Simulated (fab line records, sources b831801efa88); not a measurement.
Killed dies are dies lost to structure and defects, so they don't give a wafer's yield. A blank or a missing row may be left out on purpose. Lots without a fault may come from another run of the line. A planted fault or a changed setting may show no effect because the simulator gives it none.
Which tool did it? | flow gf180mcu | 11 lots, 33 wafers sampled, at 4 steps of a route of 602

WHAT THE GAUGES READ, wafer by wafer
GF_TOP_METAL_OVL_MEAS_15. Usual: TOP_METAL_OVL -0.9 nm, standard deviation 1.5.
lot  | measured     | on         | TOP_METAL_OVL (nm)      | flag
L918 | day 28 08:02 | overlay-02 | -1.0 -4.2 -2.5          |
L919 | day 28 18:13 | overlay-02 | 0.5 0.4 1.4             |
L922 | day 29 18:19 | overlay-02 | 0.2 -1.9 -2.0           |
L924 | day 30 03:23 | overlay-01 | -2.3 -2.3 -0.2          |
L925 | day 30 14:59 | overlay-02 | -1.6 -2.1 -3.0          |
L926 | day 30 17:58 | overlay-02 | 0.1 -1.2 -1.5           |
L927 | day 31 03:17 | overlay-02 | -0.1 1.8 2.1            |
L928 | day 31 05:38 | overlay-01 | -1.9 -2.3 -1.6          |
L930 | day 31 22:56 | overlay-02 | -0.3 -0.4 -0.9          |
L939 | day 34 02:59 | overlay-02 | 7.6 8.7 7.3 8.5 9.2 8.2 | OFF
L938 | day 34 04:22 | overlay-02 | 7.2 4.8 4.2 8.1 5.1 4.1 | OFF

WHICH TOOL RAN EACH LOT (tool, then ch and the chambers of the sampled wafers, then the start)
lot  | GF_V4_STRIP_18                       | GF_V5_STRIP_18                       | GF_TOP_METAL_EXPOSE_11
L918 | plasma_asher-03 ch 0,1, day 24 15:47 | plasma_asher-04 ch 0,1, day 27 11:14 | iline_stepper-01 ch 0, day 27 22:50
L919 | plasma_asher-03 ch 0,1, day 25 03:50 | plasma_asher-04 ch 0,1, day 27 21:44 | iline_stepper-02 ch 0, day 28 08:43
L922 | plasma_asher-03 ch 1, day 26 06:29   | plasma_asher-01 ch 0,1, day 28 21:48 | iline_stepper-01 ch 0, day 29 09:15
L924 | plasma_asher-02 ch 0,1, day 26 17:56 | plasma_asher-02 ch 0,1, day 29 07:59 | iline_stepper-02 ch 0, day 29 18:43
L925 | plasma_asher-02 ch 0,1, day 27 06:12 | plasma_asher-01 ch 0,1, day 29 18:51 | iline_stepper-01 ch 0, day 30 06:01
L926 | plasma_asher-02 ch 0,1, day 27 07:11 | plasma_asher-01 ch 0,1, day 29 21:58 | iline_stepper-01 ch 0, day 30 08:53
L927 | plasma_asher-02 ch 0,1, day 27 18:35 | plasma_asher-02 ch 0,1, day 30 07:38 | iline_stepper-01 ch 0, day 30 18:40
L928 | plasma_asher-03 ch 0,1, day 27 21:31 | plasma_asher-02 ch 0,1, day 30 09:46 | iline_stepper-01 ch 0, day 30 20:26
L930 | plasma_asher-02 ch 0,1, day 28 17:44 | plasma_asher-04 ch 0,1, day 31 03:56 | iline_stepper-01 ch 0, day 31 14:20
L939 | plasma_asher-02 ch 1, day 31 05:00   | plasma_asher-02 ch 0,1, day 33 09:50 | iline_stepper-01 ch 0, day 33 19:30
L938 | plasma_asher-03 ch 0,1, day 31 06:33 | plasma_asher-01 ch 0,1, day 33 12:01 | iline_stepper-01 ch 0, day 33 21:19
- GF_V4_STRIP_18: strips in O2/N2.
- GF_V5_STRIP_18: strips in O2/N2.
- GF_TOP_METAL_EXPOSE_11: exposes mask MetalTop, target cd 440 nm.

WHAT THE TOOLS THEMSELVES READ (means of the sampled wafers that have a number; where no wafer has one, the mark that the record gives instead)
GF_V4_STRIP_18. Usual: drypump_motor_current_A 5.9 A, standard deviation 0.47; heater_power_w 328 W, standard deviation 23; n2_flow_sccm 300.0 sccm, standard deviation 0.85; oes_product_au 0.593 a.u., standard deviation 0.0044.
lot  | tool            | drypump_motor_current_A (A) | heater_power_w (W) | n2_flow_sccm (sccm) | oes_product_au (a.u.) | flag
L918 | plasma_asher-03 | 6.3                         | 347                | 298.9               | 0.592                 |
L919 | plasma_asher-03 | 5.9                         | 325                | 300.0               | 0.596                 |
L922 | plasma_asher-03 | 6.6                         | 362                | 299.8               | 0.595                 |
L924 | plasma_asher-02 | 6.0                         | 334                | 299.1               | 0.587                 |
L925 | plasma_asher-02 | 5.9                         | 326                | 299.2               | 0.590                 |
L926 | plasma_asher-02 | 5.9                         | 328                | 300.5               | 0.587                 |
L927 | plasma_asher-02 | 5.9                         | 324                | 301.1               | 0.595                 |
L928 | plasma_asher-03 | 5.9                         | 326                | 299.4               | 0.598                 |
L930 | plasma_asher-02 | 6.0                         | 332                | 301.0               | 0.594                 |
L939 | plasma_asher-02 | 5.9                         | 316                | 299.4               | 0.596                 |
L938 | plasma_asher-03 | 6.3                         | 340                | 300.3               | 0.595                 |

GF_V5_STRIP_18. Usual: drypump_motor_current_A 5.65 A, standard deviation 0.27; heater_power_w 323 W, standard deviation 17; n2_flow_sccm 300.1 sccm, standard deviation 1.4; oes_product_au 0.569 a.u., standard deviation 0.005.
lot  | tool            | drypump_motor_current_A (A) | heater_power_w (W) | n2_flow_sccm (sccm) | oes_product_au (a.u.) | flag
L918 | plasma_asher-04 | 5.21                        | 291                | 300.6               | 0.566                 |
L919 | plasma_asher-04 | 5.30                        | 303                | 298.8               | 0.571                 |
L922 | plasma_asher-01 | 5.58                        | 325                | 299.7               | 0.572                 |
L924 | plasma_asher-02 | 5.93                        | 328                | 300.0               | 0.566                 |
L925 | plasma_asher-01 | 5.59                        | 331                | 300.8               | 0.569                 |
L926 | plasma_asher-01 | 5.57                        | 316                | 299.7               | 0.567                 |
L927 | plasma_asher-02 | 5.92                        | 325                | 299.7               | 0.569                 |
L928 | plasma_asher-02 | 5.92                        | 323                | 303.9               | 0.567                 |
L930 | plasma_asher-04 | 5.31                        | 301                | 299.7               | 0.566                 |
L939 | plasma_asher-02 | 5.93                        | 347                | 300.1               | 0.567                 |
L938 | plasma_asher-01 | 5.57                        | 324                | 300.5               | 0.570                 |

GF_TOP_METAL_EXPOSE_11. Usual: reticle_temp_C 23.01 C, standard deviation 0.11.
lot  | tool             | reticle_temp_C (C) | flag
L918 | iline_stepper-01 | 22.90              |
L919 | iline_stepper-02 | 22.92              |
L922 | iline_stepper-01 | 22.98              |
L924 | iline_stepper-02 | 22.95              |
L925 | iline_stepper-01 | 23.21              |
L926 | iline_stepper-01 | 22.93              |
L927 | iline_stepper-01 | 23.10              |
L928 | iline_stepper-01 | 23.03              |
L930 | iline_stepper-01 | 23.05              |
L939 | iline_stepper-01 | 23.08              |
L938 | iline_stepper-01 | 23.02              |

THE ANSWER, worked out from the rows above alone
Rule: a lot is off if the mean of its wafers that have a number lies more than 3 standard deviations from the usual mean. A lot without any number at a reading at which 4 lots or more have one is off too. The other lots that the step has rows for count as sound. The gauges are gone through in route order, then the tools' own readings, and for those a lot's mean is taken as printed above. The first step at which some lot is off is used, and at that step the reading that is off furthest; a lot without a number counts as furthest.
Off: L939, L938, at GF_TOP_METAL_OVL_MEAS_15 (TOP_METAL_OVL).
A tool fits if, at a process step before that reading, it ran every lot that is off, and no sound lot after the first of them. The gauges at GF_TOP_METAL_OVL_MEAS_15 are tried like those tools. Can't be told from this: 2 tools fit, iline_stepper-01 at GF_TOP_METAL_EXPOSE_11, overlay-02 at GF_TOP_METAL_OVL_MEAS_15.

WHAT THE SIMULATOR HAD PUT IN
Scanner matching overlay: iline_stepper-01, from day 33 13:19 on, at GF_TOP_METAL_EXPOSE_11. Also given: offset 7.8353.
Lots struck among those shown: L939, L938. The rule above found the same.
